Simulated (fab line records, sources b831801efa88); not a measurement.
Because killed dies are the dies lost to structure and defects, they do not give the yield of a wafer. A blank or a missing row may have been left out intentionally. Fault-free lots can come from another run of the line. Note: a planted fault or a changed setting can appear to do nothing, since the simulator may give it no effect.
Commonality check across tools | flow sky130 | 11 lots and 33 wafers in the sample

REASON FOR OPENING
At SKY_SPACER_THK_MEAS_01 the reading SPACER_CVD_00_THK is flagged on 2 of 11 lots. No-fault wafers: 43.0 nm, standard deviation 0.43.
Rule: a lot is flagged when every wafer of it that has a number lies more than 4 standard deviations from that mean, or none has a number. The rest of the lots are taken to be sound.

lot  | measured     | on           | SPACER_CVD_00_THK (nm), wafer by wafer | flag
L625 | day 23 04:29 | filmMetro-01 | 42.9 42.8 43.1                         | 
L627 | day 24 01:57 | filmMetro-01 | 43.9 43.9 43.4                         | 
L628 | day 24 17:23 | filmMetro-01 | 43.4 43.6 43.6                         | 
L630 | day 24 22:23 | filmMetro-02 | 42.4 42.7 42.7                         | 
L632 | day 25 22:06 | filmMetro-02 | 42.9 43.0 42.8                         | 
L634 | day 27 00:01 | filmMetro-02 | 42.7 42.7 42.4                         | 
L635 | day 27 07:00 | filmMetro-02 | 42.7 42.2 42.8                         | 
L638 | day 27 23:02 | filmMetro-01 | 43.4 43.7 43.7                         | 
L639 | day 28 17:54 | filmMetro-04 | 42.7 42.7 42.5                         | 
L647 | day 30 18:52 | filmMetro-01 | 50.8 50.9 50.9                         | FLAGGED
L648 | day 30 20:05 | filmMetro-04 | 51.0 50.8 50.6                         | FLAGGED
On average the flagged lots' numbers are 50.8 nm, which is +7.8 nm against the usual, or +18 standard deviations.

LOT BY LOT: THE TOOL USED
The record holds 1 process step before the reading, out of a route of 708 steps. Every cell lists first the tool, next ch and the chambers used by the sampled wafers, and last the start.
lot  | flag    | SKY_SPACER_CVD_00
L625 |         | lpcvd-02 ch 1, day 23 03:16
L627 |         | lpcvd-02 ch 1, day 24 00:08
L628 |         | lpcvd-02 ch 0, day 24 16:10
L630 |         | lpcvd-02 ch 1, day 24 21:10
L632 |         | lpcvd-02 ch 1, day 25 20:52
L634 |         | lpcvd-02 ch 1, day 26 22:48
L635 |         | lpcvd-02 ch 1, day 27 05:48
L638 |         | lpcvd-02 ch 1, day 27 21:50
L639 |         | lpcvd-02 ch 0, day 28 16:05
L647 | FLAGGED | lpcvd-02 ch 1, day 30 17:40
L648 | FLAGGED | lpcvd-02 ch 1, day 30 18:52
What these steps do:
- SKY_SPACER_CVD_00: deposits Si3N4 from DCS/NH3, target thk 43.1 nm, time 740 s.
- SKY_SPACER_THK_MEAS_01

FLAGGED OVER TOTAL, TOOL BY TOOL (the gauges that took the reading come last)
step                   | tool         | lots run | flagged | share of the flagged lots | sound lots run after its first flagged lot
SKY_SPACER_CVD_00      | lpcvd-02     | 11       | 2       | all                       | 0
SKY_SPACER_THK_MEAS_01 | filmMetro-01 | 5        | 1       | some                      | 0
SKY_SPACER_THK_MEAS_01 | filmMetro-02 | 4        | 0       | none                      | -
SKY_SPACER_THK_MEAS_01 | filmMetro-04 | 2        | 1       | some                      | 0

WHAT THE TABLE PERMITS
In the table, 1 row covers all flagged lots: lpcvd-02 at SKY_SPACER_CVD_00.
- lpcvd-02 at SKY_SPACER_CVD_00 ran 11 lots, 2 of them flagged. Its last sound lot is L639 (day 28 16:05), its first flagged lot L647 (day 30 17:40): a fault that began between those two fits. Its own readings (spikeTcBottomC, spikeTcCentreC, spikeTcLowerC, spikeTcTopC, spikeTcUpperC, susceptorTempC) fall more than 4 standard deviations out on all wafers of the flagged lots.
Just one tool remains: lpcvd-02 at SKY_SPACER_CVD_00.

WHAT THE SIMULATOR HAD PUT IN
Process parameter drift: lpcvd-02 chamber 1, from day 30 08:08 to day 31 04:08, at SKY_SPACER_CVD_00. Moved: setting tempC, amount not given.
Shown lots that were struck: L647, L648. The rule given above showed the same thing.
